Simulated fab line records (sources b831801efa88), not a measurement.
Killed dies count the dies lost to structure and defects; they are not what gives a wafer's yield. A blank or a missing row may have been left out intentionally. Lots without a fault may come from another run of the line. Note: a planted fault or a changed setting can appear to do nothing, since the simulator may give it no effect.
The same fault as seen by 2 desks    flow gf180mcu    only its own numbers are on each desk; what lay behind them is given at the end

== DESK OF THE TOOL OWNER: implanter-04 ==
For each lot that ran on this tool, the mean over its sampled wafers that have a number, from the tool's own readings at GF_LVPWELL_IMPLANT_08. Marked OUT: a lot whose mean sits more than 4 standard deviations from the usual mean, which makes it out of limits; the brackets give that distance.
Columns: A = dose ions cm2 at GF_LVPWELL_IMPLANT_08, usual 1.5001e+13
lot   first seen here  A
L683  day 4 03:07      1.5014e+13
L689  day 5 13:55      1.5015e+13
L693  day 6 20:13      1.5004e+13
L698  day 7 16:38      1.5692e+13 (+41) OUT
L699  day 8 03:35      1.5665e+13 (+39) OUT
Finding of this desk: L698, L699 out of limits; the first was L698 at day 7 16:38, on dose ions cm2 at GF_LVPWELL_IMPLANT_08. Within limits: L683, L689, L693.

== AT THE METROLOGY DESK ==
What the gauges read, lot by lot, whatever tool the lot ran on: means of the sampled wafers that have a number. Marked OUT: a lot whose mean sits more than 4 standard deviations from the usual mean, which makes it out of limits; the brackets give that distance.
Columns: A = LVPWELL_RS at GF_VT_IMPLANT_RS_MEAS_48, usual 1197 ohm/sq
lot   first seen here  A
L683  day 7 17:31      1194
L687  day 8 21:04      1200
L689  day 9 11:55      1194
L690  day 10 01:38     1201
L693  day 11 02:33     1201
L698  day 12 00:57     1166 (-9.3) OUT
L700  day 12 14:59     1197
L699  day 12 16:16     1172 (-7.5) OUT
L701  day 13 08:07     1196
L703  day 13 10:09     1196
L704  day 13 18:19     1201
L705  day 14 01:05     1199
Per this desk, out of limits: L698, L699; the first was L698, day 12 00:57 (LVPWELL_RS at GF_VT_IMPLANT_RS_MEAS_48). Within limits: L683, L687, L689, L690, L693, L700, L701, L703, L704, L705.

== TAKEN TOGETHER ==
The tool owner's desk could have raised an alarm at day 7 16:38, on L698, L699.
Metrology desk: alarm possible at day 12 00:57 on L698, L699.
The lots listed all ran GF_LVPWELL_IMPLANT_08 on implanter-04.

== WHAT WAS PUT IN BY THE SIMULATOR ==
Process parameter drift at GF_LVPWELL_IMPLANT_08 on implanter-04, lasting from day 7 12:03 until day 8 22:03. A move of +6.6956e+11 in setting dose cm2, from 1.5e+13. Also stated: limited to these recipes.
Shown lots that were struck: L698, L699.
Delay (hours) between the fault's onset and each desk's first out-of-limits reading: 5 at the tool owner's desk, 109 at the metrology desk.
